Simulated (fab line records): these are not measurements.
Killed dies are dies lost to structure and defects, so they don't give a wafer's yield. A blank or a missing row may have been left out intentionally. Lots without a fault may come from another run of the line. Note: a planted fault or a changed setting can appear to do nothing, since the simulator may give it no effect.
Which tool was responsible? :: flow sky130 :: 36 wafers from 12 lots sampled at 4 of the route's 708 steps

WHAT THE GAUGES READ, wafer by wafer
SKY_METAL1_CD_MEAS_15: the cd target is 140 nm. Usual: 140.3 nm for cdNm, sd 1.7.
lot: L240
measured: day 32 08:38
on: cdSem-01
cdNm (nm): 140.2 142.5 139.4
flag: 

lot: L241
measured: day 32 13:44
on: cdSem-01
cdNm (nm): 139.7 139.3 138.4
flag: 

lot: L242
measured: day 33 02:43
on: cdSem-01
cdNm (nm): 143.1 143.5 142.0
flag: 

lot: L243
measured: day 33 09:41
on: cdSem-01
cdNm (nm): 143.0 141.7 142.5
flag: 

lot: L244
measured: day 34 12:52
on: cdSem-01
cdNm (nm): 142.4 141.4 141.1
flag: 

lot: L247
measured: day 35 01:22
on: cdSem-02
cdNm (nm): 141.5 140.2 140.5
flag: 

lot: L248
measured: day 35 07:01
on: cdSem-02
cdNm (nm): 138.3 137.3 138.4
flag: 

lot: L250
measured: day 36 00:08
on: cdSem-01
cdNm (nm): 138.6 139.1 140.2
flag: 

lot: L256
measured: day 37 13:55
on: cdSem-02
cdNm (nm): 139.4 139.1 139.9
flag: 

lot: L259
measured: day 39 03:19
on: cdSem-02
cdNm (nm): 140.4 139.1 140.1
flag: 

lot: L261
measured: day 39 16:50
on: cdSem-01
cdNm (nm): 138.9 138.9 138.0
flag: 

lot: L263
measured: day 39 21:17
on: cdSem-02
cdNm (nm): 141.0 141.5 141.4
flag: 

SKY_METAL2_OVL_MEAS_16. Usual: METAL2_OVL typically reads -1 nm, with standard deviation 5.4.
lot: L240
measured: day 34 16:55
on: overlay-02
METAL2_OVL (nm): 12 6 -1
flag: 

lot: L241
measured: day 35 02:19
on: overlay-02
METAL2_OVL (nm): 0 -1 -1
flag: 

lot: L242
measured: day 35 10:55
on: overlay-02
METAL2_OVL (nm): 5 -3 4
flag: 

lot: L243
measured: day 35 18:46
on: overlay-01
METAL2_OVL (nm): 0 1 1
flag: 

lot: L244
measured: day 36 17:28
on: overlay-02
METAL2_OVL (nm): 0 0 -4
flag: 

lot: L247
measured: day 37 08:01
on: overlay-01
METAL2_OVL (nm): 1 4 -4
flag: 

lot: L248
measured: day 37 12:40
on: overlay-01
METAL2_OVL (nm): 3 2 5
flag: 

lot: L250
measured: day 38 06:42
on: overlay-02
METAL2_OVL (nm): -3 4 -3
flag: 

lot: L256
measured: day 39 18:59
on: overlay-01
METAL2_OVL (nm): -15 4 -4
flag: 

lot: L259
measured: day 41 07:52
on: overlay-02
METAL2_OVL (nm): -5 -9 -4
flag: 

lot: L261
measured: day 41 19:58
on: overlay-02
METAL2_OVL (nm): -2 -1 2
flag: 

lot: L263
measured: day 42 00:52
on: overlay-02
METAL2_OVL (nm): 0 10 -3
flag: 

TOOL THAT RAN EACH LOT (tool first, then ch and the chambers of the sampled wafers, then the start)
lot: L240
SKY_METAL1_METAL_ETCH_19: rieMetal-04 ch 0,1, day 32 08:52
SKY_METAL2_SPUTTER_00: pvdSputter-01, day 33 14:16

lot: L241
SKY_METAL1_METAL_ETCH_19: rieMetal-04 ch 0,1, day 32 13:58
SKY_METAL2_SPUTTER_00: pvdSputter-03, day 33 20:34

lot: L242
SKY_METAL1_METAL_ETCH_19: rieMetal-02 ch 0,1, day 33 02:58
SKY_METAL2_SPUTTER_00: pvdSputter-02, day 34 08:29

lot: L243
SKY_METAL1_METAL_ETCH_19: rieMetal-03 ch 0, day 33 10:02
SKY_METAL2_SPUTTER_00: pvdSputter-03, day 34 16:02

lot: L244
SKY_METAL1_METAL_ETCH_19: rieMetal-03 ch 0,1, day 34 13:07
SKY_METAL2_SPUTTER_00: pvdSputter-02, day 35 17:14

lot: L247
SKY_METAL1_METAL_ETCH_19: rieMetal-02 ch 0,1, day 35 02:42
SKY_METAL2_SPUTTER_00: pvdSputter-02, day 36 06:43

lot: L248
SKY_METAL1_METAL_ETCH_19: rieMetal-03 ch 0,1, day 35 07:16
SKY_METAL2_SPUTTER_00: pvdSputter-02, day 36 11:14

lot: L250
SKY_METAL1_METAL_ETCH_19: rieMetal-04 ch 0,1, day 36 00:22
SKY_METAL2_SPUTTER_00: pvdSputter-02, day 37 04:22

lot: L256
SKY_METAL1_METAL_ETCH_19: rieMetal-04 ch 0,1, day 37 14:09
SKY_METAL2_SPUTTER_00: pvdSputter-03, day 38 18:00

lot: L259
SKY_METAL1_METAL_ETCH_19: rieMetal-02 ch 0,1, day 39 03:34
SKY_METAL2_SPUTTER_00: pvdSputter-03, day 40 07:25

lot: L261
SKY_METAL1_METAL_ETCH_19: rieMetal-04 ch 0, day 39 17:05
SKY_METAL2_SPUTTER_00: pvdSputter-03, day 40 20:23

lot: L263
SKY_METAL1_METAL_ETCH_19: rieMetal-03 ch 0,1, day 39 21:32
SKY_METAL2_SPUTTER_00: pvdSputter-01, day 41 00:31
- SKY_METAL1_METAL_ETCH_19: etches the open film in Cl2/BCl3, stops on SiO2, target depth 360 nm, time 78 s.
- SKY_METAL2_SPUTTER_00: material Ti, target thk 15 nm, time 10 s.

WHAT THE TOOLS THEMSELVES READ (means of the sampled wafers that have a number; where no wafer has one, the mark that the record gives instead)
SKY_METAL1_METAL_ETCH_19. Usual: bcl3FlowSccm 30.02 sccm, standard deviation 0.092; drypumpMotorCurrentA 5.6 A, standard deviation 0.42; oesProductAu 0.853 a.u., standard deviation 0.0058; rfFwdPowerW 894.7 W, standard deviation 2.9; throttleValvePct 22.265 %, standard deviation 0.0092.
lot: L240
tool: rieMetal-04
bcl3FlowSccm (sccm): 29.96
drypumpMotorCurrentA (A): 5.4
oesProductAu (a.u.): 0.852
rfFwdPowerW (W): 895.9
throttleValvePct (%): 22.274
flag: 

lot: L241
tool: rieMetal-04
bcl3FlowSccm (sccm): 29.96
drypumpMotorCurrentA (A): 5.8
oesProductAu (a.u.): 0.853
rfFwdPowerW (W): 893.7
throttleValvePct (%): 22.261
flag: 

lot: L242
tool: rieMetal-02
bcl3FlowSccm (sccm): 30.10
drypumpMotorCurrentA (A): 5.5
oesProductAu (a.u.): 0.856
rfFwdPowerW (W): 896.0
throttleValvePct (%): 22.260
flag: 

lot: L243
tool: rieMetal-03
bcl3FlowSccm (sccm): 30.08
drypumpMotorCurrentA (A): 5.6
oesProductAu (a.u.): 0.856
rfFwdPowerW (W): 892.4
throttleValvePct (%): 22.272
flag: 

lot: L244
tool: rieMetal-03
bcl3FlowSccm (sccm): 30.15
drypumpMotorCurrentA (A): 6.0
oesProductAu (a.u.): 0.858
rfFwdPowerW (W): 895.3
throttleValvePct (%): 22.275
flag: 

lot: L247
tool: rieMetal-02
bcl3FlowSccm (sccm): 29.95
drypumpMotorCurrentA (A): 5.5
oesProductAu (a.u.): 0.862
rfFwdPowerW (W): 894.0
throttleValvePct (%): 22.263
flag: 

lot: L248
tool: rieMetal-03
bcl3FlowSccm (sccm): 29.98
drypumpMotorCurrentA (A): 5.8
oesProductAu (a.u.): 0.851
rfFwdPowerW (W): 894.4
throttleValvePct (%): 22.263
flag: 

lot: L250
tool: rieMetal-04
bcl3FlowSccm (sccm): 30.00
drypumpMotorCurrentA (A): 5.7
oesProductAu (a.u.): 0.847
rfFwdPowerW (W): 892.8
throttleValvePct (%): 22.267
flag: 

lot: L256
tool: rieMetal-04
bcl3FlowSccm (sccm): 30.04
drypumpMotorCurrentA (A): 5.7
oesProductAu (a.u.): 0.856
rfFwdPowerW (W): 898.0
throttleValvePct (%): 22.258
flag: 

lot: L259
tool: rieMetal-02
bcl3FlowSccm (sccm): 30.02
drypumpMotorCurrentA (A): 5.5
oesProductAu (a.u.): 0.852
rfFwdPowerW (W): 896.5
throttleValvePct (%): 22.273
flag: 

lot: L261
tool: rieMetal-04
bcl3FlowSccm (sccm): 29.98
drypumpMotorCurrentA (A): 5.0
oesProductAu (a.u.): 0.853
rfFwdPowerW (W): 897.8
throttleValvePct (%): 22.272
flag: 

lot: L263
tool: rieMetal-03
bcl3FlowSccm (sccm): 29.96
drypumpMotorCurrentA (A): 5.7
oesProductAu (a.u.): 0.850
rfFwdPowerW (W): 894.0
throttleValvePct (%): 22.259
flag: 

SKY_METAL2_SPUTTER_00. Usual: chamberPressurePa 0.4000 Pa, standard deviation 0.00072; throttleValvePct 29.6 %, standard deviation 0.82.
lot: L240
tool: pvdSputter-01
chamberPressurePa (Pa): 0.3997
throttleValvePct (%): 29.0
flag: 

lot: L241
tool: pvdSputter-03
chamberPressurePa (Pa): 0.4002
throttleValvePct (%): 29.5
flag: 

lot: L242
tool: pvdSputter-02
chamberPressurePa (Pa): 0.3998
throttleValvePct (%): 29.2
flag: 

lot: L243
tool: pvdSputter-03
chamberPressurePa (Pa): 0.3998
throttleValvePct (%): 29.2
flag: 

lot: L244
tool: pvdSputter-02
chamberPressurePa (Pa): 0.3999
throttleValvePct (%): 29.9
flag: 

lot: L247
tool: pvdSputter-02
chamberPressurePa (Pa): 0.3995
throttleValvePct (%): 29.2
flag: 

lot: L248
tool: pvdSputter-02
chamberPressurePa (Pa): 0.3998
throttleValvePct (%): 29.8
flag: 

lot: L250
tool: pvdSputter-02
chamberPressurePa (Pa): 0.4000
throttleValvePct (%): 30.6
flag: 

lot: L256
tool: pvdSputter-03
chamberPressurePa (Pa): 0.4003
throttleValvePct (%): 29.7
flag: 

lot: L259
tool: pvdSputter-03
chamberPressurePa (Pa): 0.3616
throttleValvePct (%): 31.2
flag: OFF

lot: L261
tool: pvdSputter-03
chamberPressurePa (Pa): 0.3616
throttleValvePct (%): 31.3
flag: OFF

lot: L263
tool: pvdSputter-01
chamberPressurePa (Pa): 0.4003
throttleValvePct (%): 29.1
flag: 

THE ANSWER, worked out from the rows above alone
Rule: lot off if the mean of its wafers having a number is beyond 3 standard deviations from the usual mean. A lot without any number at a reading at which 4 lots or more have one is off too. Any other lot the step has rows for is counted as sound. The gauges are gone through in route order, then the tools' own readings, and for those a lot's mean is taken as printed above. The first step at which some lot is off is used, and at that step the reading that is off furthest; a lot without a number counts as furthest.
Off, at SKY_METAL2_SPUTTER_00 on chamberPressurePa: L259, L261.
A tool fits if, at that step or a process step before it, it ran every lot that is off, and no sound lot after the first of them. One fits: pvdSputter-03 at SKY_METAL2_SPUTTER_00. A fault onset in the window from L256 (day 38 18:00, its last sound lot) to L259 (day 40 07:25, its first lot off) fits.
The tool's own readings at SKY_METAL2_SPUTTER_00 bear it out: on the lots that are off they differ by more than 5 times the standard deviation of the sound lots' means. chamberPressurePa reads 0.3616 Pa there against 0.3999 Pa on the sound lots.

WHAT WAS PUT IN BY THE SIMULATOR
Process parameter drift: pvdSputter-03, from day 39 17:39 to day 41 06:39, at SKY_METAL2_SPUTTER_00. The setting chamberPressurePa was moved by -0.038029, starting from 0.4. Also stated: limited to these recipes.
Struck lots among those shown: L259, L261. The same result came from the rule above.
